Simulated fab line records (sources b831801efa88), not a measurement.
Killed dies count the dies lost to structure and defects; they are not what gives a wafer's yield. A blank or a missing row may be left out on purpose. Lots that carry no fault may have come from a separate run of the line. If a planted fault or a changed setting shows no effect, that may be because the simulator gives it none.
fab line records + flow sky130
[record]
- lots = 6
- wafers = 18
- last-day = 49
route steps=708 shown VIA3@575 PAD_OPEN@708
lots untouched by any fault: they come from a run of this same line in which no faults occurred
start-h: hours from the record's first day to the start of the lot's first wafer shown + wait-h: hours elapsed since this lot's preceding step + " the same as in the row above + L1.1+2: a single row standing in for several wafers + - no value, or no start given + * or withheld: withheld + < > ~ a bound
route shown NAME@n: a module of which the file shows steps, and the number in the route of the first + usual: mean/standard deviation taken from wafers without a fault + same: alike in all rows + chamber/n: place in a boat + sites: each site's reading + _std_site: how widely they spread, as a standard deviation + _edge_site: mean of outer sites minus mean of inner sites + radius-mm: how far each site lies from the wafer's centre + mask NAME#n: copy n + behind: tool/chamber where the wafer was last shaped + hold: cause of the lot's hold/its duration in hours/its outcome + device: the transistor (n, p or np) that didn't switch + end of line: at the end of the route, the tests of the same wafers + where a step has no rows: the recipe by itself + killed: count of dies lost to structure and defects at first sort (not the wafer's yield) + map: dies across one wafer; x = killed, . = not, _ = none there
set.NAME: setting as actually run; set.NAME@STEP: the setting as run at that earlier step + model.NAME: the simulator's own value behind a step, which no gauge read
lots seen at some steps along the route; tables by step, rows by wafer
services: when a tool's chamber went out of use (start-h, in hours from the record's first day, below 0 if earlier), for how many hours, and the reason
[[steps]]
[step SKY_VIA3_CMP_02]
[recipe]
- material = SiO2
- down-force-psi = 4
- platen-rpm = 60
- pad-velocity-m-s = 0.94248
[usual]
- motor-current-A = 12.0/0.97
| lot.wafer | tool   | chamber | start-h | wait-h | motor-current-A |
|-----------|--------|---------|---------|--------|-----------------|
| L969.3    | cmp-02 | 0       | 912.18  | 0.2    | 10.7            |
| L969.6    | "      | 1       | "       | "      | 12.5            |
| L969.5    | "      | 2       | "       | "      | 12.4            |
| L971.1    | cmp-01 | 3       | 924.17  | 0.1    | 13.5            |
| L971.3    | "      | 0       | "       | "      | 12.1            |
| L971.5    | "      | 2       | "       | "      | 11.6            |
| L981.1    | cmp-01 | 2       | 1017.74 | 0.2    | 11.6            |
| L981.3    | "      | 0       | "       | "      | 11.8            |
| L981.6    | "      | 2       | "       | "      | 11.7            |
| L982.2    | cmp-01 | 2       | 1019.87 | 0.4    | 12.5            |
| L982.5    | "      | 0       | "       | "      | 12.4            |
| L982.6    | "      | 1       | "       | "      | 10.1            |
| L983.1    | cmp-01 | 0       | 1020.17 | 0.3    | 11.9            |
| L983.5    | "      | 2       | "       | "      | 11.9            |
| L983.6    | "      | 3       | "       | "      | 14.0            |
| L984.3    | cmp-01 | 2       | 1020.37 | 0.2    | 11.7            |
| L984.2    | "      | 3       | "       | "      | 13.8            |
| L984.5    | "      | 3       | "       | "      | 13.8            |
[step SKY_VIA3_BOW_MEAS_03]
[recipe]
- mode = bow
[usual]
- VIA3_BOW = 79/7.9
| lot.wafer | tool          | chamber | start-h | wait-h | VIA3_BOW[um] |
|-----------|---------------|---------|---------|--------|--------------|
| L969.3    | film-metro-04 | -       | 912.37  | 0.1    | 78           |
| L969.5    | "             | -       | "       | "      | 76           |
| L969.6    | "             | -       | "       | "      | 75           |
| L971.1    | film-metro-01 | -       | 924.42  | 0.2    | 79           |
| L971.3    | "             | -       | "       | "      | 86           |
| L971.5    | "             | -       | "       | "      | 71           |
| L981.1    | film-metro-03 | -       | 1018.04 | 0.2    | 84           |
| L981.3    | "             | -       | "       | "      | 102          |
| L981.6    | "             | -       | "       | "      | 90           |
| L982.2    | film-metro-04 | -       | 1020.09 | 0.2    | 81           |
| L982.5    | "             | -       | "       | "      | 81           |
| L982.6    | "             | -       | "       | "      | 76           |
| L983.1    | film-metro-04 | -       | 1020.37 | 0.1    | 83           |
| L983.5    | "             | -       | "       | "      | 94           |
| L983.6    | "             | -       | "       | "      | 80           |
| L984.2    | film-metro-01 | -       | 1020.69 | 0.2    | 74           |
| L984.3    | "             | -       | "       | "      | 86           |
| L984.5    | "             | -       | "       | "      | 79           |
[step SKY_VIA3_DEHYDRATE_04]
[recipe]
- temp-c = 200
- time-s = 60
[step SKY_VIA3_HMDS_05]
[recipe]
- prime-time-s = 60
- prime-temp-c = 120
[step SKY_VIA3_COAT_06]
[recipe]
- resist = BARC
- temp-c = withheld
- time-s = withheld
- spin-rpm = 3000
- resist-thk-nm = 60
[step SKY_VIA3_COAT_07]
[recipe]
- resist = KrF-thick
- spin-rpm = 3000
- resist-thk-nm = 450
[step SKY_VIA3_SOFTBAKE_08]
[recipe]
- temp-c = 100
- time-s = 90
- resist = KrF-thick
[step SKY_VIA3_EXPOSE_09]
[recipe]
- mask-id = VIM3
- na = 0.8
- source-shape = annular
- sigma-inner = 0.55
- sigma-outer = 0.85
- target-cd-nm = 200
- dose-mj = 38
[step SKY_VIA3_PEB_10]
[recipe]
- peb-temp-c = withheld
- peb-time-s = withheld
- resist = KrF-thick
[step SKY_VIA3_DEVELOP_11]
[recipe]
- develop-time-s = 60
- resist = KrF-thick
- dev-temp-c = 21
[step SKY_VIA3_CD_MEAS_12]
[recipe]
- target-cd-nm = 200
[usual]
- cd-nm = 200.1/1.2
| lot.wafer | tool      | chamber | start-h | wait-h | cd-nm |
|-----------|-----------|---------|---------|--------|-------|
| L969.3    | cd-sem-02 | -       | 937.00  | -      | 202.1 |
| L969.5    | "         | -       | "       | "      | 200.7 |
| L969.6    | "         | -       | "       | "      | 200.4 |
| L971.1    | cd-sem-01 | -       | 949.03  | -      | 200.8 |
| L971.3    | "         | -       | "       | "      | 199.9 |
| L971.5    | "         | -       | "       | "      | 200.5 |
| L981.1    | cd-sem-01 | -       | 1041.01 | -      | 198.7 |
| L981.3    | "         | -       | "       | "      | 200.7 |
| L981.6    | "         | -       | "       | "      | 200.4 |
| L982.2    | cd-sem-01 | -       | 1042.85 | -      | 199.7 |
| L982.5    | "         | -       | "       | "      | 199.9 |
| L982.6    | "         | -       | "       | "      | 199.5 |
| L983.1    | cd-sem-02 | -       | 1043.06 | -      | 199.1 |
| L983.5    | "         | -       | "       | "      | 199.9 |
| L983.6    | "         | -       | "       | "      | 199.8 |
| L984.2    | cd-sem-02 | -       | 1044.00 | -      | 199.0 |
| L984.3    | "         | -       | "       | "      | 198.6 |
| L984.5    | "         | -       | "       | "      | 199.9 |
[step SKY_VIA3_OVL_MEAS_13]
[usual]
- VIA3_OVL = 2/4.6
| lot.wafer | tool       | chamber | start-h | wait-h | VIA3_OVL[nm] |
|-----------|------------|---------|---------|--------|--------------|
| L969.3    | overlay-01 | -       | 937.09  | 0.1    | 7            |
| L969.5    | "          | -       | "       | "      | 8            |
| L969.6    | "          | -       | "       | "      | 10           |
| L971.1    | overlay-02 | -       | 949.15  | 0.1    | 1            |
| L971.3    | "          | -       | "       | "      | 4            |
| L971.5    | "          | -       | "       | "      | 5            |
| L981.1    | overlay-02 | -       | 1041.13 | 0.1    | 1            |
| L981.3    | "          | -       | "       | "      | -2           |
| L981.6    | "          | -       | "       | "      | 2            |
| L982.2    | overlay-02 | -       | 1042.97 | 0.1    | 0            |
| L982.5    | "          | -       | "       | "      | -6           |
| L982.6    | "          | -       | "       | "      | -7           |
| L983.1    | overlay-02 | -       | 1043.18 | 0.1    | -4           |
| L983.5    | "          | -       | "       | "      | 2            |
| L983.6    | "          | -       | "       | "      | -1           |
| L984.2    | overlay-02 | -       | 1044.11 | 0.1    | -4           |
| L984.3    | "          | -       | "       | "      | -3           |
| L984.5    | "          | -       | "       | "      | -6           |
[step SKY_VIA3_ETCH_14]
[recipe]
- chemistry = N2/H2
- target = BARC
- ion-energy-ev = 200
- source-w = 500
- bias-w = 100
- pressure-mtorr = 30
- n2-flow-sccm = 100
- h2-flow-sccm = 200
- stop-on = SiO2
- time-s = 45.9
- target-depth-a = 600
[usual]
- drypump-motor-current-A = 5.6/0.46
- oes-product-au = 0.855/0.0047
- throttle-valve-pct = 13.223/0.0097
| lot.wafer | tool        | chamber | start-h | wait-h | drypump-motor-current-A | oes-product-au | rf-hours-counter-h | throttle-valve-pct | model.KrF-thick_of_VIA3_COAT_07.thk-nm |
|-----------|-------------|---------|---------|--------|-------------------------|----------------|--------------------|--------------------|----------------------------------------|
| L969.3    | rie-diel-04 | 0       | 937.11  | 0.0    | 5.8                     | 0.849          | 7                  | 13.221             | 394.5                                  |
| L969.5    | "           | 3       | "       | "      | 5.9                     | 0.859          | -                  | 13.229             | 394.8                                  |
| L969.6    | "           | 2       | "       | "      | 6.2                     | 0.860          | -                  | 13.224             | 394.9                                  |
| L971.1    | rie-diel-03 | 0       | 949.19  | 0.0    | 4.6                     | 0.860          | 9                  | 13.211             | 391.1                                  |
| L971.3    | "           | 2       | "       | "      | 6.0                     | 0.853          | 15                 | 13.231             | 390.5                                  |
| L971.5    | "           | 3       | "       | "      | 5.8                     | 0.850          | -                  | 13.210             | 392.1                                  |
| L981.1    | rie-diel-03 | 3       | 1041.16 | 0.0    | 5.8                     | 0.860          | 26                 | 13.216             | 397                                    |
| L981.3    | "           | 2       | "       | "      | 6.0                     | 0.858          | 17                 | 13.220             | 404                                    |
| L981.6    | "           | 3       | "       | "      | 5.8                     | 0.856          | -                  | 13.223             | 397.5                                  |
| L982.2    | rie-diel-01 | 2       | 1043.00 | 0.0    | 5.7                     | 0.851          | 16                 | 13.242             | 392.2                                  |
| L982.5    | "           | 2       | "       | "      | 5.7                     | 0.850          | -                  | 13.235             | 393.5                                  |
| L982.6    | "           | 3       | "       | "      | 6.1                     | 0.855          | -                  | 13.221             | 392.9                                  |
| L983.1    | rie-diel-03 | 1       | 1043.21 | 0.0    | 5.0                     | 0.856          | 9                  | 13.220             | 393.4                                  |
| L983.5    | "           | 2       | "       | "      | 6.0                     | 0.859          | -                  | 13.234             | 400.7                                  |
| L983.6    | "           | 3       | "       | "      | 5.8                     | 0.851          | -                  | 13.209             | 393.3                                  |
| L984.2    | rie-diel-01 | 0       | 1044.14 | 0.0    | 5.3                     | 0.853          | 19                 | 13.228             | 394.4                                  |
| L984.3    | "           | 2       | "       | "      | 5.7                     | 0.857          | 16                 | 13.230             | 395.7                                  |
| L984.5    | "           | 0       | "       | "      | 5.3                     | 0.860          | -                  | 13.232             | 393.6                                  |
[step SKY_VIA3_ETCH_15]
[recipe]
- target = SiO2
- chemistry = C4F8/O2/Ar
- target-depth-nm = 507
- stop-on = TiN
- mask-material = KrF-thick
- source-w = 1500
- bias-w = 1200
- pressure-mtorr = 40
- c4f8-flow-sccm = withheld
- O2_flow_sccm = 6
- Ar_flow_sccm = 300
- time-s = 78
[usual]
- oes-product-au = 0.946/0.0048
| lot.wafer | tool        | chamber | start-h | wait-h | oes-product-au | model.KrF-thick_of_VIA3_COAT_07.thk-nm |
|-----------|-------------|---------|---------|--------|----------------|----------------------------------------|
| L969.3    | rie-diel-04 | 0       | 937.16  | 0.0    | 0.946          | 292.9                                  |
| L969.5    | "           | 3       | "       | "      | 0.953          | 293.9                                  |
| L969.6    | "           | 2       | "       | "      | 0.949          | 292.9                                  |
| L971.1    | rie-diel-03 | 0       | 949.23  | 0.0    | 0.951          | 287.3                                  |
| L971.3    | "           | 2       | "       | "      | 0.942          | 288.7                                  |
| L971.5    | "           | 3       | "       | "      | 0.948          | 290.7                                  |
| L981.1    | rie-diel-03 | 3       | 1041.21 | 0.0    | 0.953          | 296.3                                  |
| L981.3    | "           | 2       | "       | "      | 0.947          | 302.3                                  |
| L981.6    | "           | 3       | "       | "      | 0.941          | 296.8                                  |
| L982.2    | rie-diel-01 | 2       | 1043.04 | 0.0    | 0.948          | 291.3                                  |
| L982.5    | "           | 2       | "       | "      | 0.951          | 291.7                                  |
| L982.6    | "           | 3       | "       | "      | 0.942          | 291.9                                  |
| L983.1    | rie-diel-03 | 1       | 1043.26 | 0.0    | 0.940          | 292.5                                  |
| L983.5    | "           | 2       | "       | "      | 0.946          | 299.4                                  |
| L983.6    | "           | 3       | "       | "      | 0.950          | 293.5                                  |
| L984.2    | rie-diel-01 | 0       | 1044.18 | 0.0    | 0.951          | 292.9                                  |
| L984.3    | "           | 2       | "       | "      | 0.937          | 294.3                                  |
| L984.5    | "           | 0       | "       | "      | 0.949          | 293.1                                  |
[step SKY_VIA3_STRIP_16]
[recipe]
- chemistry = O2/N2
- power-w = 1400
- pressure-mtorr = 1500
- platen-temp-c = withheld
- o2-flow-sccm = 3000
- n2-flow-sccm = 300
- overash-fraction = 0.5
[usual]
- drypump-motor-current-A = 5.7/0.45
- oes-product-au = 0.402/0.0043
- strip-time-to-endpoint-s = 4.140/0.025
| lot.wafer | tool            | chamber | start-h | wait-h | drypump-motor-current-A | oes-product-au | rf-hours-counter-h | strip-time-to-endpoint-s |
|-----------|-----------------|---------|---------|--------|-------------------------|----------------|--------------------|--------------------------|
| L969.3    | plasma-asher-04 | 1       | 937.25  | 0.1    | 5.8                     | 0.403          | -                  | 4.154                    |
| L969.5    | "               | 1       | "       | "      | 5.7                     | 0.393          | -                  | 4.167                    |
| L969.6    | "               | 0       | "       | "      | 5.9                     | 0.402          | -                  | 4.139                    |
| L971.1    | plasma-asher-01 | 0       | 949.29  | 0.0    | 6.1                     | 0.400          | 113                | 4.076                    |
| L971.3    | "               | 0       | "       | "      | 6.1                     | 0.400          | -                  | 4.115                    |
| L971.5    | "               | 1       | "       | "      | 5.2                     | 0.387          | -                  | 4.137                    |
| L981.1    | plasma-asher-01 | 0       | 1041.27 | 0.0    | 6.2                     | 0.405          | 124                | 4.175                    |
| L981.3    | "               | 1       | "       | "      | 5.2                     | 0.406          | -                  | 4.253                    |
| L981.6    | "               | 1       | "       | "      | 5.2                     | 0.397          | -                  | 4.201                    |
| L982.2    | plasma-asher-02 | 0       | 1043.10 | 0.0    | 5.1                     | 0.401          | 24                 | 4.133                    |
| L982.5    | "               | 1       | "       | "      | 6.4                     | 0.402          | -                  | 4.137                    |
| L982.6    | "               | 0       | "       | "      | 5.1                     | 0.402          | -                  | 4.146                    |
| L983.1    | plasma-asher-01 | 1       | 1043.32 | 0.0    | 5.2                     | 0.411          | 124                | 4.143                    |
| L983.5    | "               | 0       | "       | "      | 6.1                     | 0.408          | -                  | 4.226                    |
| L983.6    | "               | 1       | "       | "      | 5.2                     | 0.406          | -                  | 4.162                    |
| L984.2    | plasma-asher-02 | 0       | 1044.24 | 0.0    | 5.1                     | 0.408          | 24                 | 4.143                    |
| L984.3    | "               | 1       | "       | "      | 6.4                     | 0.400          | -                  | 4.174                    |
| L984.5    | "               | 1       | "       | "      | 6.4                     | 0.402          | -                  | 4.144                    |
[step SKY_VIA3_STRIP_17]
[recipe]
- chemistry = post-etch-residue-remover
- time-s = 1200
- temp-c = 72.5
[step SKY_PAD_OPEN_PROBE_99]
[usual]
- defect-limited-yield = 82.7/2
- killed_at_M0_to_M3 = 42/6.8
- killed_at_M4_up = 3.2/1.8
- killed-at-contacts = 25/5.4
- killed-at-front-end = 15/4.5
- killed-dies = 85/9.7
- killed-open = 46/7.1
- killed-short = 39/6.5
- sort_bin_3_pad_short = 0.9/0.42
- sort_bin_5_function = 10.4/1.5
- sort_bin_6_memory = 6.1/1.1
- sort-n-pass = 407/9.7
- sort-yield-pct = 82.7/2
[same]
- gross-dies = 492
- killed-at-back-side = 0
- killed-at-other = 0
- sort_bin_4_leakage[%] = 0
- sort_bin_8_speed[%] = 0
| lot.wafer | tool      | chamber | start-h | wait-h | defect-limited-yield[%] | killed_at_M0_to_M3 | killed_at_M4_up | killed-at-contacts | killed-at-front-end | killed-dies | killed-open | killed-short | sort_bin_3_pad_short[%] | sort_bin_5_function[%] | sort_bin_6_memory[%] | sort-n-pass | sort-yield-pct[%] |
|-----------|-----------|---------|---------|--------|-------------------------|--------------------|-----------------|--------------------|---------------------|-------------|-------------|--------------|-------------------------|------------------------|----------------------|-------------|-------------------|
| L971.1    | prober-02 | -       | 1094.63 | 0.1    | 80.1                    | 53                 | 2               | 21                 | 22                  | 98          | 53          | 45           | 1.2                     | 12.2                   | 6.5                  | 394         | 80.1              |
| L971.3    | prober-02 | -       | 1094.73 | 0.2    | 82.5                    | 42                 | 4               | 33                 | 7                   | 86          | 48          | 38           | 1.2                     | 10.2                   | 6.1                  | 406         | 82.5              |
| L971.5    | prober-02 | -       | 1094.83 | 0.2    | 80.5                    | 48                 | 3               | 35                 | 10                  | 96          | 49          | 47           | 1.2                     | 11.0                   | 7.3                  | 396         | 80.5              |
| L981.1    | prober-01 | -       | 1168.16 | 0.1    | 80.5                    | 41                 | 3               | 31                 | 21                  | 96          | 48          | 47           | 1.2                     | 11.8                   | 6.5                  | 396         | 80.5              |
| L981.3    | prober-01 | -       | 1168.26 | 0.2    | 79.5                    | 52                 | 4               | 25                 | 20                  | 101         | 56          | 45           | 0.6                     | 12.8                   | 7.1                  | 391         | 79.5              |
| L981.6    | prober-01 | -       | 1168.41 | 0.2    | 81.1                    | 40                 | 1               | 25                 | 27                  | 93          | 55          | 37           | 1.6                     | 11.4                   | 5.9                  | 399         | 81.1              |
| L982.2    | prober-01 | -       | 1169.88 | 0.1    | 84.3                    | 40                 | 3               | 20                 | 14                  | 77          | 40          | 37           | 0.6                     | 8.7                    | 6.3                  | 415         | 84.3              |
| L982.5    | prober-01 | -       | 1170.03 | 0.2    | 83.3                    | 33                 | 4               | 29                 | 16                  | 82          | 45          | 37           | 1.2                     | 9.8                    | 5.7                  | 410         | 83.3              |
| L982.6    | prober-01 | -       | 1170.08 | 0.2    | 82.7                    | 35                 | 1               | 37                 | 12                  | 85          | 47          | 38           | 1.4                     | 8.3                    | 7.5                  | 407         | 82.7              |
| L983.1    | prober-01 | -       | 1170.98 | 0.1    | 84.8                    | 44                 | 1               | 19                 | 11                  | 75          | 44          | 31           | 0.4                     | 9.3                    | 5.5                  | 417         | 84.8              |
// killed by level:class
L971.1 VIA1:geometric-particle:open=10 METAL2:geometric-particle:short=10 CONTACT:geometric-particle:open=8 VIA2:geometric-particle:open=8 VIA1:geometric-particle:short=8 SPACER:geometric-particle:open=6 LI_CONTACT:geometric-particle:open=6 POLY_GATE:geometric-particle:short=5
L971.3 CONTACT:geometric-particle:open=15 METAL2:geometric-particle:short=12 LI_CONTACT:geometric-particle:open=9 VIA1:geometric-particle:open=8 CONTACT:geometric-particle:short=5 VIA2:geometric-particle:open=5 METAL4:geometric-particle:short=4 VIA3:geometric-particle:open=4
L971.5 LI_CONTACT:geometric-particle:open=13 METAL2:geometric-particle:short=11 CONTACT:geometric-particle:open=10 VIA1:geometric-particle:open=7 VIA2:geometric-particle:open=5 VIA3:geometric-particle:open=5 FIELD_ISO:geometric-particle:short=4 LI_CONTACT:geometric-particle:short=4
L981.1 METAL1:geometric-particle:short=10 VIA2:geometric-particle:open=9 CONTACT:geometric-particle:open=8 LI_CONTACT:geometric-particle:open=8 LI_CONTACT:geometric-particle:short=8 FIELD_ISO:geometric-particle:open=6 FIELD_ISO:geometric-particle:short=5 POLY_GATE:geometric-particle:open=5
L981.3 VIA1:geometric-particle:open=16 CONTACT:geometric-particle:open=8 METAL2:geometric-particle:short=8 VIA3:geometric-particle:open=6 VIA2:geometric-particle:open=6 LI_CONTACT:geometric-particle:short=5 LI_CONTACT:geometric-particle:open=5 METAL1:geometric-particle:short=5
L981.6 CONTACT:geometric-particle:open=10 VIA1:geometric-particle:open=10 VIA2:geometric-particle:open=10 POLY_GATE:geometric-particle:open=8 POLY_GATE:geometric-particle:short=6 METAL2:geometric-particle:short=6 FIELD_ISO:geometric-particle:open=5 LI_CONTACT:geometric-particle:open=5
L982.2 VIA1:geometric-particle:open=13 CONTACT:geometric-particle:open=9 FIELD_ISO:geometric-particle:short=5 VIA2:geometric-particle:open=5 LI_CONTACT:geometric-particle:open=5 METAL1:geometric-particle:short=5 VIA1:geometric-particle:short=5 POLY_GATE:geometric-particle:short=4
L982.5 VIA1:geometric-particle:open=13 LI_CONTACT:geometric-particle:open=8 CONTACT:geometric-particle:open=7 FIELD_ISO:geometric-particle:short=6 LI_CONTACT:geometric-particle:short=5 CONTACT:geometric-particle:short=5 METAL1:geometric-particle:short=5 POLY_GATE:geometric-particle:open=4
L982.6 CONTACT:geometric-particle:open=15 VIA1:geometric-particle:open=10 LI_CONTACT:geometric-particle:open=7 LI_CONTACT:geometric-particle:short=6 METAL1:geometric-particle:short=6 METAL3:geometric-particle:short=4 LOCAL_INTERCONNECT:geometric-particle:short=4 CONTACT:geometric-particle:short=4
L983.1 VIA1:geometric-particle:open=12 VIA3:geometric-particle:open=7 CONTACT:geometric-particle:open=6 CONTACT:geometric-particle:short=6 VIA2:geometric-particle:open=6 LI_CONTACT:geometric-particle:open=5 METAL1:geometric-particle:short=5 VIA1:geometric-particle:short=4
[[services]]
| tool            | chamber | start-h | hours | kind                           |
|-----------------|---------|---------|-------|--------------------------------|
| rie-diel-03     | 1       | 892.73  | 11.7  | repair                         |
| cmp-01          | -       | 896.85  | 4.7   | pm                             |
| plasma-asher-04 | -       | 906.97  | 2.8   | pm                             |
| cmp-01          | -       | 912.01  | 4.0   | pm                             |
| cmp-01          | -       | 916.01  | -     | consumable-replace:conditioner |
| cmp-01          | -       | 916.01  | -     | consumable-replace:pad         |
| cmp-01          | -       | 934.81  | 3.2   | repair                         |
| cmp-01          | -       | 936.22  | 2.3   | repair                         |
| rie-diel-03     | 1       | 937.90  | 12.2  | repair                         |
| cmp-01          | -       | 940.14  | 0.8   | repair                         |
| plasma-asher-02 | -       | 947.82  | 1.1   | repair                         |
| plasma-asher-02 | -       | 951.98  | 23.5  | repair                         |
| cmp-01          | -       | 952.18  | 4.1   | repair                         |
| cmp-01          | -       | 963.14  | 1.5   | repair                         |
| cmp-02          | -       | 966.58  | 3.5   | repair                         |
| rie-diel-01     | 3       | 970.75  | 6.0   | repair                         |
| rie-diel-03     | 3       | 974.65  | 4.4   | repair                         |
| plasma-asher-02 | -       | 975.45  | 28.1  | pm                             |
| rie-diel-01     | -       | 987.91  | 2.8   | pm                             |
| rie-diel-04     | -       | 990.30  | 0.2   | repair                         |
| cmp-02          | -       | 1019.09 | 7.9   | pm                             |
| rie-diel-04     | 0       | 1019.98 | 5.1   | repair                         |
[[key]]
[first-sign]
- step = SKY_VIA3_STRIP_16
- reading = strip-time-to-endpoint-s
- direction = up
- sigmas = 4
- usual = *
- struck = *
effect none on later readings
[model-effect]
- step = SKY_VIA3_ETCH_14
- value = KrF-thick_of_VIA3_COAT_07.thk-nm
- without = 394.4
- struck = 402.4
[model-effect]
- step = SKY_VIA3_ETCH_15
- value = KrF-thick_of_VIA3_COAT_07.thk-nm
- without = 292.9
- struck = 300.9
met-at SKY_VIA3_ETCH_14
struck-wafers L981.3,L983.5
onset-between 949.19 1041.16
[fault]
- kind = process-parameter-drift
- tool = rie-diel-03
- chamber = 2
- onset-h = 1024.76
- steps = SKY_VIA3_ETCH_14
- channel = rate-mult
- offset = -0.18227
- shape = step
- end-h = 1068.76
